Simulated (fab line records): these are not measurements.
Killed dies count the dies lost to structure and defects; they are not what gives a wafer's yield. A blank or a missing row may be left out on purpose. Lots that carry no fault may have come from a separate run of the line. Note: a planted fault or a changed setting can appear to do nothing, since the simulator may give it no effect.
Problem report in the 8D (eight disciplines) form, filled by code ; flow gf180mcu ; the parts of the form that need people (team, actions taken, sign-off) are left out

## 1. PROBLEM STATEMENT
time to endpoint s at GF_V2_CMP_04 reads a mean of 49 s on 3 wafers of 3 lots; wafers without a fault read 78 s with a standard deviation of 5.5. That is -5.3 standard deviations from the usual mean.
The step: polishes SiO2.
Seen first at day 23 03:14 on cmp-02, wafer L793.1. Wafers with a number at this step in the record: 33, from 12 lots. Rule for "out", or "out of limits": more than 4 standard deviations from the usual mean. Any other wafer with a number is counted as sound.

## 2. WHAT IT IS; WHAT IT IS NOT
question;is;is not
which readings at this step;time to endpoint s;motor current A
which lots;L793, L794, L795;L784, L785, L787, L791, L800, L802, L803, L805, L806
which wafers of those lots;L793.1, L794.1, L795.1;L793.2, L794.2, L795.2
read on which tools;cmp-02;cmp-01
when;from day 23 03:14;"up to then (13 sound wafers); but 17 sound wafers of L794, L795, L800, L802, L803, L805, L806 came after"

## 3. SUSPECTS, AND WHAT RULES EACH OUT
Counting: a tool at a process step up to the reading stays a suspect if it ran every lot that is out. Sound lots after the first of them don't rule it out here, since some wafers of a struck lot are sound.
- cmp-02 at GF_V2_CMP_04 (polishes SiO2): kept. It ran every lot that is out, first L793 (day 23 03:14); its last sound lot up to then is L791 (day 22 09:46). Out on those wafers are its own readings of time to endpoint s.
The count leaves cmp-02 at GF_V2_CMP_04.

## 4. THE CAUSE (what the simulator had put in)
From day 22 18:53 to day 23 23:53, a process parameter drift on cmp-02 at GF_V2_CMP_04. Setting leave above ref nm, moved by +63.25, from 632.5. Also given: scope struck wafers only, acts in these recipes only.
This tool alone remained once counting was done.

## 5. THE EFFECT CHAIN, in route order
Each row: a reading whose mean over the struck wafers that have a number lies more than 3 standard deviations from the usual. Only readings whose record carries a usual standard deviation are examined. hours: median over the lots of the time between each lot's start at the first step of this table that gives one and its start at this step. sigmas: the change, counted in usual standard deviations.
hours;step;reading;usual;on struck wafers;change;sigmas
0;GF_V2_CMP_04;time to endpoint s;78 s;49;-29;-5.3
-;GF_V2_ETCH_17;oes product au;0.856 a.u.;0.906;+0.050;+9.7
It contains these process steps:
- GF_V2_CMP_04: polishes SiO2.
- GF_V2_ETCH_17: etches SiO2 in C4F8/O2/Ar, stops on TiN, target depth 630 nm.
At these later measuring or inspecting steps, every struck wafer for which the step has a row has a number for every such reading, and none has moved that far: GF_V2_BOW_MEAS_05.

## 6. WHAT WOULD HAVE CAUGHT IT SOONER
In this record the first reading out of limits was taken at day 23 03:14, 8 hours after the fault began at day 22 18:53.
